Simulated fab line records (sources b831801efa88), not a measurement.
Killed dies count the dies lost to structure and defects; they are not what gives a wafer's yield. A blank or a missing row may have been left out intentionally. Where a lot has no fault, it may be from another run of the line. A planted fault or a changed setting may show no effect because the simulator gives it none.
Which of the tools did it?	flow sky130	Sampling: 24 lots, 72 wafers, 3 of 708 route steps

WHAT EACH GAUGE READ, for each wafer
SKY_PWDE_OVL_MEAS_07. Usual: PWDE_OVL gives 0.2 nm (standard deviation 1.4).
lot	measured	on	PWDE_OVL (nm)	flag
L074	day 3 22:46	overlay-01	0.7 -1.2 0.2	
L075	day 4 04:07	overlay-02	-0.1 0.4 -0.6	
L076	day 4 07:58	overlay-02	0.2 -2.7 0.7	
L077	day 4 12:49	overlay-02	-0.3 -0.5 -0.4	
L078	day 4 21:10	overlay-01	0.9 0.0 2.5	
L079	day 5 11:27	overlay-01	-0.5 -2.1 0.6	
L081	day 5 15:20	overlay-02	-1.8 -0.9 -0.1	
L080	day 5 15:37	overlay-02	1.2 4.4 3.0	
L082	day 5 16:58	overlay-01	-0.2 -2.0 -0.2	
L083	day 5 23:07	overlay-01	-0.5 -2.5 -3.4	
L084	day 6 06:47	overlay-01	-1.0 0.6 0.1	
L085	day 6 17:39	overlay-02	1.4 0.7 1.7	
L087	day 7 02:34	overlay-02	2.0 0.5 1.0	
L086	day 7 02:56	overlay-02	-0.6 0.5 1.1	
L088	day 7 08:53	overlay-01	0.2 -0.1 -0.3	
L089	day 7 14:54	overlay-02	-0.6 0.7 -1.2	
L090	day 7 17:46	overlay-02	0.2 2.3 -0.8	
L091	day 7 22:30	overlay-02	2.2 -0.6 -0.4	
L093	day 8 07:25	overlay-02	0.0 -0.5 -0.2	
L092	day 8 08:37	overlay-02	-1.0 0.1 -0.5	
L094	day 8 13:52	overlay-01	3.0 0.2 -0.9	
L095	day 8 20:22	overlay-02	1.9 2.0 1.4	
L096	day 9 00:20	overlay-01	3.4 0.8 -0.5	
L097	day 9 05:01	overlay-02	-0.2 0.0 -1.0	

SKY_METAL3_CD_MEAS_13: the cd target is 300 nm. Usual: cdNm at 300.0 nm, with a standard deviation of 1.4.
lot	measured	on	cdNm (nm)	flag
L074	day 38 16:55	cdSem-02	300.7 301.1 300.1	
L075	day 38 18:17	cdSem-02	299.3 298.0 299.9	
L076	day 39 15:52	cdSem-02	300.3 302.2 301.8	
L077	day 39 15:34	cdSem-02	300.4 300.1 301.5	
L078	day 40 00:31	cdSem-02	299.7 300.2 300.0	
L079	day 40 21:01	cdSem-02	301.2 301.1 301.5	
L081	day 40 22:19	cdSem-02	298.6 298.6 297.7	
L080	day 40 21:43	cdSem-02	297.7 298.1 298.8	
L082	day 41 05:19	cdSem-02	299.9 299.4 300.7	
L083	day 41 18:01	cdSem-02	301.0 300.0 301.9	
L084	day 41 21:38	cdSem-02	300.6 301.3 301.8	
L085	day 42 05:58	cdSem-02	299.2 298.8 298.8	
L087	day 42 21:10	cdSem-01	298.7 298.3 299.0	
L086	day 42 23:11	cdSem-02	298.8 298.3 299.6	
L088	day 43 02:11	cdSem-01	300.0 302.8 302.3	
L089	day 43 20:10	cdSem-01	298.8 299.6 299.6	
L090	day 43 19:32	cdSem-02	297.1 297.9 296.8	
L091	day 43 21:46	cdSem-01	300.4 300.2 299.3	
L093	day 44 02:28	cdSem-02	302.5 302.5 301.4	
L092	day 44 03:34	cdSem-01	300.0 299.6 300.1	
L094	day 44 06:28	cdSem-02	299.9 300.4 298.7	
L095	day 44 20:50	cdSem-02	299.6 300.2 301.1	
L096	day 44 20:43	cdSem-01	301.7 301.4 301.2	
L097	day 45 00:55	cdSem-02	301.1 301.8 301.7	

EACH LOT AND THE TOOL THAT RAN IT (in order: tool; ch and the chambers of the sampled wafers; start)
lot	SKY_PWDE_STRIP_09
L074	plasmaAsher-03 ch 0,1, day 3 22:58
L075	plasmaAsher-02 ch 0,1, day 4 04:17
L076	plasmaAsher-04 ch 0,1, day 4 08:10
L077	plasmaAsher-04 ch 0,1, day 4 13:01
L078	plasmaAsher-02 ch 0,1, day 4 21:22
L079	plasmaAsher-03 ch 0,1, day 5 11:38
L081	plasmaAsher-02 ch 0,1, day 5 15:32
L080	plasmaAsher-03 ch 0,1, day 5 15:49
L082	plasmaAsher-02 ch 0,1, day 5 17:10
L083	plasmaAsher-04 ch 1, day 5 23:19
L084	plasmaAsher-04 ch 0,1, day 6 06:58
L085	plasmaAsher-02 ch 0,1, day 6 17:50
L087	plasmaAsher-02 ch 0,1, day 7 02:45
L086	plasmaAsher-02 ch 0,1, day 7 03:07
L088	plasmaAsher-02 ch 0,1, day 7 09:04
L089	plasmaAsher-03 ch 0,1, day 7 15:05
L090	plasmaAsher-03 ch 0,1, day 7 17:57
L091	plasmaAsher-02 ch 0,1, day 7 22:41
L093	plasmaAsher-03 ch 0,1, day 8 07:37
L092	plasmaAsher-02 ch 1, day 8 08:49
L094	plasmaAsher-04 ch 0,1, day 8 14:03
L095	plasmaAsher-03 ch 0,1, day 8 20:32
L096	plasmaAsher-03 ch 0,1, day 9 00:32
L097	plasmaAsher-02 ch 0,1, day 9 05:12
- SKY_PWDE_STRIP_09: strips in O2/N2.

AS READ BY THE TOOLS THEMSELVES (means over the sampled wafers that have a number; for cases with no such wafer, the mark the record gives instead)
SKY_PWDE_STRIP_09. Usual: chamberPressureMTorr 1500.0 mTorr, standard deviation 1.4; drypumpMotorCurrentA 5.93 A, standard deviation 0.23; oesProductAu 0.723 a.u., standard deviation 0.0042; stripTimeToEndpointS 36.80 s, standard deviation 0.094.
lot	tool	chamberPressureMTorr (mTorr)	drypumpMotorCurrentA (A)	oesProductAu (a.u.)	stripTimeToEndpointS (s)	flag
L074	plasmaAsher-03	1499.4	6.23	0.719	36.82	
L075	plasmaAsher-02	1498.9	5.79	0.718	36.88	
L076	plasmaAsher-04	1499.4	5.71	0.724	36.72	
L077	plasmaAsher-04	1501.1	5.83	0.722	36.91	
L078	plasmaAsher-02	1499.8	5.79	0.726	36.82	
L079	plasmaAsher-03	1500.3	6.21	0.725	36.78	
L081	plasmaAsher-02	1499.0	5.78	0.725	36.74	
L080	plasmaAsher-03	1500.6	6.24	0.719	36.78	
L082	plasmaAsher-02	1499.2	5.79	0.719	36.90	
L083	plasmaAsher-04	1500.0	5.56	0.722	36.86	
L084	plasmaAsher-04	1499.6	5.84	0.723	36.83	
L085	plasmaAsher-02	1499.9	5.78	0.721	36.78	
L087	plasmaAsher-02	1500.1	5.80	0.717	36.86	
L086	plasmaAsher-02	1499.4	5.82	0.720	36.67	
L088	plasmaAsher-02	1501.4	5.79	0.724	36.85	
L089	plasmaAsher-03	1501.1	6.23	0.718	36.72	
L090	plasmaAsher-03	1499.9	6.24	0.725	36.79	
L091	plasmaAsher-02	1498.5	5.80	0.721	36.86	
L093	plasmaAsher-03	1499.9	6.23	0.723	36.78	
L092	plasmaAsher-02	1500.7	5.76	0.727	36.62	
L094	plasmaAsher-04	1499.7	5.69	0.725	36.58	
L095	plasmaAsher-03	1502.2	6.22	0.720	36.78	
L096	plasmaAsher-03	1500.6	6.19	0.727	36.93	
L097	plasmaAsher-02	1500.7	5.80	0.722	36.80	

THE ANSWER, worked out from the rows above alone
Rule: take the mean of a lot's wafers that have a number; if it is more than 3 standard deviations from the usual mean, the lot is off. Also off: a lot with no number at a reading for which 4 or more lots have one. The other lots that the step has rows for count as sound. First the gauges in route order, then the tools' own readings, where a lot's mean is used as printed above. At the first step where some lot is off, the reading lying furthest off is the one used; lots without a number count as furthest.
Nothing can be told from this: no lot is off at any reading shown.

WHAT THE SIMULATOR PUT IN
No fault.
